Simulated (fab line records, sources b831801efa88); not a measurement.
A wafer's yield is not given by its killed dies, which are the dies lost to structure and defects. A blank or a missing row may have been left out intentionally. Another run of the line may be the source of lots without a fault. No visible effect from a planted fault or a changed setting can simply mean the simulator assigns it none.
Comparing a struck lot with a sound one	flow gf180mcu	16 steps out of a route of 602
Sound: these wafers, L984.1, L984.2, L984.5. The struck wafers were L996.1, L996.4, L996.6. The cause is given at the end.
Order at every step that has rows: each side's tool, ch and its chambers, its first start. Under that, the readings that differ: sound wafers	struck wafers	difference of the means	sigmas: that difference in standard deviations of wafers without a fault.
alike: same words and numbers on both sides, and readings whose means sit less than 2 such deviations apart. not compared: any withheld reading, any reading some wafer has no value for, any bound like >300 that may hide the same value, and any number with overlapping values for which the record gives no deviation.
The two part at a step that has a row with sigmas, a row that says differs or no value, or rows on one side only. Numbers that have no deviation but don't overlap get no sigmas and don't part them. A reading that every wafer of one side lacks parts them only if that side has two wafers or more.

GF_M4_SPUTTER_04: material TiN, target thk 50 nm, time 42.9 s.
  sound: pvd sputter-03 at day 23 17:50; struck: pvd sputter-04 at day 28 07:08
  alike: throttle valve pct
GF_M4_RS_MEAS_05: measures by four-point-probe.
  sound: film metro-02 at day 23 17:53; struck: film metro-03 at day 28 07:11
  alike: M4_ALCU_RS
GF_M4_THK_MEAS_06: measures by xrf.
  sound: film metro-02 at day 23 18:00; struck: film metro-03 at day 28 07:18
  alike: M4_ALCU_THK
then, 7 steps without rows for these wafers: GF_M4_DEHYDRATE_07 (time 60 s); GF_M4_HMDS_08 (prime time 60 s); GF_M4_COAT_09 (resist thk 1000 nm); GF_M4_SOFTBAKE_10 (time 60 s); GF_M4_EXPOSE_11 (exposes mask Metal4, target cd 280 nm); GF_M4_PEB_12 (peb time 90 s); GF_M4_DEVELOP_13 (develop time 60 s).
GF_M4_CD_MEAS_14: target cd 280 nm.
  sound: cd sem-01 at day 24 15:31; struck: cd sem-01 at day 29 02:07
  alike: cd nm
GF_M4_OVL_MEAS_15:
  sound: overlay-02 at day 24 15:38; struck: overlay-02 at day 29 02:14
  alike: M4_OVL
GF_M4_METAL_ETCH_16: etches the open film in Cl2/BCl3, stops on SiO2, target depth 750.8 nm, time 125.1 s.
  sound on rie metal-02 ch 0,1, day 24 15:40; struck on rie metal-02 ch 0, day 29 02:16
reading	sound	struck	difference	sigmas
bias w (W)	140.8 140.3 140.4	190.2 190.3 190.1	+49.7	+99 or more
rf fwd power W (W)	792.9 792.4 796.3	798.9 799.3 800.0	+5.5	+2
model.KrF_of_M4_COAT_09.thk nm (nm)	683.2 674 676.3	655.1 653.2 654.6	-23.5	
  alike: drypump motor current A, oes product au, throttle valve pct
  not compared: rf hours counter h
GF_M4_STRIP_17: strips in O2/N2.
  sound on plasma asher-04 ch 0,1, day 24 15:48; struck on plasma asher-02 ch 0,1, day 29 02:32
reading	sound	struck	difference	sigmas
oes product au (a.u.)	0.539 0.535 0.541	0.523 0.517 0.522	-0.018	-4
strip time to endpoint s (s)	7.37 7.28 7.30	7.10 7.07 7.09	-0.23	-4
  alike: drypump motor current A, heater power w
  not compared: rf hours counter h
then, 2 steps without rows for these wafers: GF_M4_STRIP_18 (strips in post etch residue remover, time 1200 s); GF_PASSIVATION_PROBE_99.

== WHERE THEY PART ==
Earliest at GF_M4_METAL_ETCH_16; latest, in this record, at GF_M4_STRIP_17.

WHY: whatever the simulator had introduced
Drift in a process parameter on rie metal-02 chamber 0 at GF_M4_METAL_ETCH_16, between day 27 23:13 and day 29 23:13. From 140, the setting bias w moved by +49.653. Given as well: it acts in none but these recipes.
